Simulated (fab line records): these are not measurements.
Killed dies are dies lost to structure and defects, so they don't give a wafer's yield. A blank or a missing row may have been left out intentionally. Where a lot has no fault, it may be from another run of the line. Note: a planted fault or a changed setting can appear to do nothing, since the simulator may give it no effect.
Struck lot and sound lot, side by side :: flow sky130 :: 15 out of 708 route steps
Sound: these wafers, L793.2, L793.4, L793.6. Struck: wafer L798.2; the same lot's L798.3 was not struck, so it is left out; see the end for the cause.
For every step that has rows: the tool of each side, followed by ch and its chambers, followed by its first start. Under that, the readings that differ: sound wafers :: struck wafers :: difference of the means :: sigmas: that difference in standard deviations of wafers without a fault.
alike: a reading whose means differ by less than 2 such deviations, as well as words and numbers matching on both sides. not compared: withheld readings; readings where some wafer has no value; bounds like >300 that might hide an equal value; numbers whose values overlap and for which the record gives no deviation.
The two part at a step that has a row with sigmas, a row that says differs or no value, or rows on one side only. Numbers that don't overlap but have no deviation are shown without sigmas and don't part them. A reading that every wafer of one side lacks parts them only if that side has two wafers or more.

first, 1 step without rows for these wafers: SKY_VIA4_DEVELOP_10 (develop time 60 s).
SKY_VIA4_OVL_MEAS_11:
  struck on overlay-02, day 45 04:16; sound on overlay-01, day 43 21:47
  alike: VIA4_OVL
SKY_VIA4_ETCH_12: etches SiO2 in C4F8/O2/Ar, stops on TiN, target depth 580 nm.
  sound on rie diel-01 ch 0,2, day 43 21:49; struck on rie diel-04 ch 1, day 45 04:17
  alike: oes product au
SKY_VIA4_STRIP_13: strips in O2/N2.
  sound on plasma asher-01 ch 0,1, day 43 21:53; struck on plasma asher-02 ch 1, day 45 04:22
  alike: drypump motor current A, oes product au, strip time to endpoint s
  not compared: rf hours counter h
then, 4 steps without rows for these wafers: SKY_VIA4_STRIP_14 (strips in post etch residue remover, time 1200 s); SKY_VIA4_CLEAN_15 (cleans in IPA, time 180 s); SKY_VIA4_CLEAN_16 (cleans in O3/DIW); SKY_VIA4_SPUTTER_17 (material TiN, target thk 20 nm, time 80 s).
SKY_VIA4_CVD_18: deposits W, target thk 505 nm, time 152.14 s.
  sound on cvd w-02 ch 0,1, day 43 22:33; struck on cvd w-01 ch 1, day 45 05:01
  alike: heater power outer w, heater power w
SKY_VIA4_RS_MEAS_19: measurement is done with a four-point probe.
  struck on film metro-02, day 45 05:11; sound on film metro-02, day 43 22:43
reading: VIA4_W_RS (ohm/sq)
sound: 0.2270 0.2271 0.2258
struck: 0.2197
difference: -0.0069
sigmas: -3
SKY_VIA4_THK_MEAS_20: measures by xrf.
  struck on film metro-02, day 45 05:18; sound on film metro-02, day 43 22:50
reading: VIA4_W_THK (nm)
sound: 498 496 498
struck: 512
difference: +15
sigmas: +2
SKY_VIA4_CMP_21: polishes, stops on SiO2, t overpolish 25 s, target thk 0 nm.
  sound on cmp-01 ch 0,2,3, day 43 22:59; struck on cmp-01 ch 2, day 45 05:21
  alike: head pressure psi, motor current A, overpolish run s, time to endpoint s
SKY_METAL5_SPUTTER_00: material Ti, target thk 15 nm, time 10 s.
  struck on pvd sputter-01, day 45 05:39; sound on pvd sputter-04, day 43 23:11
reading: model.Ti_of_METAL5_SPUTTER_00.thk nm (nm)
sound: 14.9 14.93 15.12
struck: 24.01
difference: +9.03
sigmas: 
  alike: chamber pressure pa, throttle valve pct
SKY_METAL5_SPUTTER_01: material TiN, target thk 20 nm, time 16.7 s.
  struck on pvd sputter-01, day 45 05:40; sound on pvd sputter-04, day 43 23:12
  alike: chamber pressure pa, throttle valve pct
after that, 1 step had no rows for these wafers: SKY_PAD_OPEN_PROBE_99.

WHERE THEY PART
Earliest at SKY_VIA4_RS_MEAS_19; latest, in this record, at SKY_VIA4_THK_MEAS_20. Later steps at which nothing parts them and some readings are alike: SKY_VIA4_CMP_21, SKY_METAL5_SPUTTER_00, SKY_METAL5_SPUTTER_01.

WHY: the cause the simulator had injected
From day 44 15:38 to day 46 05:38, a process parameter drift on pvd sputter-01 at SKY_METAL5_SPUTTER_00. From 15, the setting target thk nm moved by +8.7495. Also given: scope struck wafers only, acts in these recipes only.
